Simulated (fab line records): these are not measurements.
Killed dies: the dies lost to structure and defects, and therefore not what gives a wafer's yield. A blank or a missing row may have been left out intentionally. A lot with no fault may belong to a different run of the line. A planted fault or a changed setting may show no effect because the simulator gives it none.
The tool behind it: which one? | flow gf180mcu | 42 wafers from 14 lots sampled at 5 of the route's 602 steps

## WHAT EACH GAUGE READ, for each wafer
GF_VT_IMPLANT_TW_MEAS_43. Usual: VT_IMPLANT_4_TW gives 689 (standard deviation 4.9).
lot  | measured     | on            | VT_IMPLANT_4_TW | flag
L356 | day 7 14:53  | film_metro-03 | 691 692 694     |
L359 | day 8 08:49  | film_metro-02 | 689 693 691     |
L361 | day 8 21:41  | film_metro-03 | 692 695 695     |
L364 | day 9 20:35  | film_metro-02 | 690 692 691     |
L365 | day 10 00:55 | film_metro-04 | 683 685 680     |
L368 | day 10 22:19 | film_metro-02 | 714 709 714     | OFF
L369 | day 11 03:49 | film_metro-02 | 717 713 717     | OFF
L370 | day 11 08:49 | film_metro-02 | 713 715 714     | OFF
L371 | day 11 21:20 | film_metro-03 | 717 714 710     | OFF
L374 | day 12 22:57 | film_metro-04 | 687 683 684     |
L375 | day 13 00:28 | film_metro-04 | 687 683 682     |
L376 | day 13 03:10 | film_metro-02 | 688 692 686     |
L377 | day 13 11:28 | film_metro-03 | 694 695 694     |
L379 | day 13 23:31 | film_metro-02 | 688 692 688     |

GF_VT_IMPLANT_RS_MEAS_49: a four-point-probe measurement. Usual: MVPSD_RS gives 1169.3 ohm/sq (standard deviation 2.9).
lot  | measured     | on            | MVPSD_RS (ohm/sq)    | flag
L356 | day 7 15:28  | film_metro-01 | 1168.9 1172.8 1172.2 |
L359 | day 8 09:23  | film_metro-03 | 1167.7 1172.9 1168.6 |
L361 | day 8 22:16  | film_metro-04 | 1162.0 1167.5 1165.0 |
L364 | day 9 21:10  | film_metro-04 | 1168.7 1166.4 1167.1 |
L365 | day 10 01:29 | film_metro-03 | 1168.9 1170.2 1167.5 |
L368 | day 10 22:53 | film_metro-03 | 1172.0 1172.0 1171.9 |
L369 | day 11 04:23 | film_metro-04 | 1173.0 1168.9 1170.0 |
L370 | day 11 09:25 | film_metro-01 | 1170.0 1171.1 1172.8 |
L371 | day 11 21:55 | film_metro-04 | 1170.5 1165.1 1166.5 |
L374 | day 12 23:31 | film_metro-03 | 1171.5 1167.4 1170.7 |
L375 | day 13 01:03 | film_metro-04 | 1169.9 1172.5 1166.7 |
L376 | day 13 03:44 | film_metro-01 | 1172.7 1170.0 1169.2 |
L377 | day 13 12:02 | film_metro-04 | 1171.1 1173.1 1168.7 |
L379 | day 14 00:05 | film_metro-04 | 1174.0 1172.2 1173.1 |

GF_POLY_GATE_THK_MEAS_01. Usual: POLY_GATE_CVD_00_THK gives 200.2 nm (standard deviation 1.9).
lot  | measured     | on            | POLY_GATE_CVD_00_THK (nm) | flag
L356 | day 8 13:14  | film_metro-01 | 197.4 197.5 198.3         |
L359 | day 9 07:22  | film_metro-03 | 199.7 198.5 198.7         |
L361 | day 9 22:38  | film_metro-01 | 201.1 201.7 201.3         |
L364 | day 10 19:46 | film_metro-02 | 201.0 200.7 200.1         |
L365 | day 11 00:38 | film_metro-03 | 198.6 197.9 199.9         |
L368 | day 11 22:05 | film_metro-03 | 199.1 200.1 199.0         |
L369 | day 12 05:26 | film_metro-01 | 200.5 200.6 200.7         |
L370 | day 12 10:31 | film_metro-02 | 199.8 199.7 199.9         |
L371 | day 13 03:57 | film_metro-02 | 198.7 197.3 198.5         |
L374 | day 14 00:46 | film_metro-02 | 195.0 196.2 195.8         |
L375 | day 14 06:55 | film_metro-01 | 201.3 200.4 198.9         |
L376 | day 14 06:55 | film_metro-03 | 198.8 201.1 199.6         |
L377 | day 14 14:26 | film_metro-03 | 200.1 200.6 200.0         |
L379 | day 15 03:34 | film_metro-02 | 201.7 201.4 202.6         |

GF_POLY_GATE_OVL_MEAS_11. Usual: POLY_GATE_OVL gives 3 nm (standard deviation 6.7).
lot  | measured     | on         | POLY_GATE_OVL (nm) | flag
L356 | day 9 06:35  | overlay-02 | 0 3 4              |
L359 | day 10 01:45 | overlay-01 | 3 11 6             |
L361 | day 10 16:46 | overlay-01 | 6 1 -3             |
L364 | day 11 14:16 | overlay-02 | 14 9 15            |
L365 | day 11 19:08 | overlay-02 | -4 3 4             |
L368 | day 12 17:27 | overlay-01 | 0 -3 -6            |
L369 | day 13 01:37 | overlay-02 | 5 3 6              |
L370 | day 13 04:49 | overlay-02 | 4 2 -4             |
L371 | day 14 00:16 | overlay-02 | 7 11 9             |
L374 | day 14 21:20 | overlay-01 | -3 8 -2            |
L375 | day 15 04:49 | overlay-01 | 2 -3 2             |
L376 | day 15 04:17 | overlay-01 | 18 3 17            |
L377 | day 15 11:55 | overlay-01 | 6 2 6              |
L379 | day 16 01:46 | overlay-01 | 9 8 14             |

## TOOL THAT RAN EACH LOT (tool first, then ch and the chambers of the sampled wafers, then the start)
lot  | GF_VT_IMPLANT_IMPLANT_41
L356 | implanter-04 ch 0, day 7 14:37
L359 | implanter-01 ch 0, day 8 08:34
L361 | implanter-01 ch 0, day 8 21:28
L364 | implanter-04 ch 0, day 9 20:22
L365 | implanter-03 ch 0, day 10 00:40
L368 | implanter-04 ch 0, day 10 22:04
L369 | implanter-04 ch 0, day 11 03:34
L370 | implanter-04 ch 0, day 11 08:35
L371 | implanter-04 ch 0, day 11 21:07
L374 | implanter-03 ch 0, day 12 22:37
L375 | implanter-03 ch 0, day 13 00:13
L376 | implanter-03 ch 0, day 13 02:55
L377 | implanter-03 ch 0, day 13 11:13
L379 | implanter-01 ch 0, day 13 23:16
- GF_VT_IMPLANT_IMPLANT_41

## WHAT THE TOOLS THEMSELVES READ (means of the sampled wafers that have a number; where no wafer has one, the mark that the record gives instead)
GF_VT_IMPLANT_IMPLANT_41. Usual: dose_ions_cm2 1.0129e+12, standard deviation 1e+09; faraday_current_uA 5.71, standard deviation 0.12.
lot  | tool         | dose_ions_cm2 | faraday_current_uA | flag
L356 | implanter-04 | 1.0127e+12    | 5.81               |
L359 | implanter-01 | 1.0118e+12    | 5.73               |
L361 | implanter-01 | 1.0129e+12    | 5.69               |
L364 | implanter-04 | 1.0133e+12    | 5.66               |
L365 | implanter-03 | 1.0124e+12    | 5.75               |
L368 | implanter-04 | 1.1198e+12    | 6.18               | OFF
L369 | implanter-04 | 1.1211e+12    | 6.20               | OFF
L370 | implanter-04 | 1.1189e+12    | 6.49               | OFF
L371 | implanter-04 | 1.1213e+12    | 6.30               | OFF
L374 | implanter-03 | 1.0136e+12    | 5.77               |
L375 | implanter-03 | 1.0119e+12    | 5.70               |
L376 | implanter-03 | 1.0134e+12    | 5.58               |
L377 | implanter-03 | 1.0138e+12    | 5.69               |
L379 | implanter-01 | 1.0123e+12    | 5.72               |

## THE ANSWER, worked out from the rows above alone
Rule: a lot is off if the mean of its wafers that have a number lies more than 3 standard deviations from the usual mean. Also off: a lot with no number at a reading for which 4 or more lots have one. Any other lot the step has rows for is counted as sound. First the gauges in route order, then the tools' own readings, where a lot's mean is used as printed above. The first step at which some lot is off is used, and at that step the reading that is off furthest; a lot without a number counts as furthest.
Off: at GF_VT_IMPLANT_TW_MEAS_43 (VT_IMPLANT_4_TW), L368, L369, L370, L371.
If a tool, at a process step before that reading, ran all the lots that are off and no sound lot after the first of them, it fits. Not tried: the gauges at GF_VT_IMPLANT_TW_MEAS_43; whatever is off there is also off at GF_VT_IMPLANT_IMPLANT_41, on other tools, and gauge error can't account for it. One fits: implanter-04 at GF_VT_IMPLANT_IMPLANT_41. Its last sound lot is L364 (day 9 20:22), its first lot that is off L368 (day 10 22:04): a fault that began between those two fits.
The tool's own readings at GF_VT_IMPLANT_IMPLANT_41 bear it out: on the lots that are off they differ by more than 5 times the standard deviation of the sound lots' means. dose_ions_cm2 reads 1.1203e+12 there against 1.0128e+12 on the sound lots; faraday_current_uA reads 6.29 there against 5.71 on the sound lots.

## WHAT THE SIMULATOR HAD PUT IN
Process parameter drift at GF_VT_IMPLANT_IMPLANT_41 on implanter-04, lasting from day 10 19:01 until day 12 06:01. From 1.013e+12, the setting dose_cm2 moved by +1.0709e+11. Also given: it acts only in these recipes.
Struck lots among those shown: L368, L369, L370, L371. The rule above reached the same finding.
